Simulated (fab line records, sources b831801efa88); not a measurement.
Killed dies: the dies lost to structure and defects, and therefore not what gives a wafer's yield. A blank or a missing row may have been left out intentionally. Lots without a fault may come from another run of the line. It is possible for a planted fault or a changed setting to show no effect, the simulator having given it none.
8D (eight disciplines) problem report, filled in by code -- flow sky130 -- the parts of the form that need people (team, actions taken, sign-off) are left out

## 1. THE ISSUE
Across 2 wafers from 2 lots, CONTACT_W_RS at SKY_CONTACT_RS_MEAS_25 averages 0.3047 ohm/sq, while fault-free wafers read 0.3393 ohm/sq with a standard deviation of 0.0028. That puts it -12 standard deviations away from the usual mean.
The step: measures by four-point-probe.
Earliest sighting: wafer L135.5 on filmMetro-01 at day 36 02:14. At this step, 33 wafers from 11 lots have a number in the record. Rule for "out", or "out of limits": more than 4 standard deviations from the usual mean. Any other wafer with a number is counted as sound.

## 2. WHAT THIS IS AND IS NOT
question,is,is not
which readings at this step,CONTACT_W_RS,-
which lots,"L135, L137","L124, L126, L127, L133, L139, L140, L141, L145, L146"
which wafers of those lots,"L135.5, L137.5","L135.4, L135.6, L137.2, L137.3"
read on which gauges,filmMetro-01,"filmMetro-02, filmMetro-04"
when,from day 36 02:14,"up to then (14 sound wafers); but 17 sound wafers of L137, L139, L140, L141, L145, L146 came after"

## 3. WHAT RULES OUT EACH SUSPECT
Counting: a tool at a process step up to the reading stays a suspect if it ran every lot that is out. Sound lots after the first of them don't rule it out here, since some wafers of a struck lot are sound.
- the gauge at SKY_CONTACT_RS_MEAS_25: kept. All the wafers that are out were read on filmMetro-01, and no step on other tools shows them out.
- cvdW-02 at SKY_CONTACT_CVD_24 (deposits W, target thk 340 nm, time 102.12 s): kept. Ran every lot that is out, first one L135 (day 36 02:06); last sound lot up to then L133 (day 35 01:09).
- Within cvdW-02 at SKY_CONTACT_CVD_24, the wafers that are out were processed in chamber 0 and their sound lot-mates in chamber 1.
Left after counting: cvdW-02 at SKY_CONTACT_CVD_24, filmMetro-01 at SKY_CONTACT_RS_MEAS_25.

## 4. THE CAUSE (what the simulator had put in)
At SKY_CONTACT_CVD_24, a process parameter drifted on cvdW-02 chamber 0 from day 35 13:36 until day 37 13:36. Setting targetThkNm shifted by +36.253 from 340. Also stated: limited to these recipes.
Counting left 2 suspects, and this tool is among them.

## 5. THE CHAIN OF EFFECTS, in route order
One row per reading whose mean, taken over the struck wafers that have a number, lies over 3 standard deviations from the usual. Scope: only readings with a usual standard deviation given in the record; hours: median across lots of the time from each lot's start at the first step in this table that gives one to its start at this step; sigmas: change in usual standard deviations.
hours,step,reading,usual,on struck wafers,change,sigmas
0,SKY_CONTACT_RS_MEAS_25,CONTACT_W_RS,0.3393 ohm/sq,0.3047,-0.0346,-12
2,SKY_CONTACT_THK_MEAS_26,CONTACT_W_THK,319 nm,348,+30,+8.2

## 6. HOW IT WOULD HAVE BEEN CAUGHT EARLIER
13 hours passed between the start of the fault at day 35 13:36 and the first reading out of limits at a measuring or inspecting step in this record, taken at day 36 02:14.
Of the tool readings at SKY_CONTACT_CVD_24 for which the record gives a usual standard deviation, none was out on any struck wafer, so an alarm limit of 4 standard deviations on them would not have fired.
Among the 2 lots that are out, L137 began SKY_CONTACT_CVD_24 on cvdW-02 after day 36 02:14. A tool hold placed at that time would have kept it from harm.
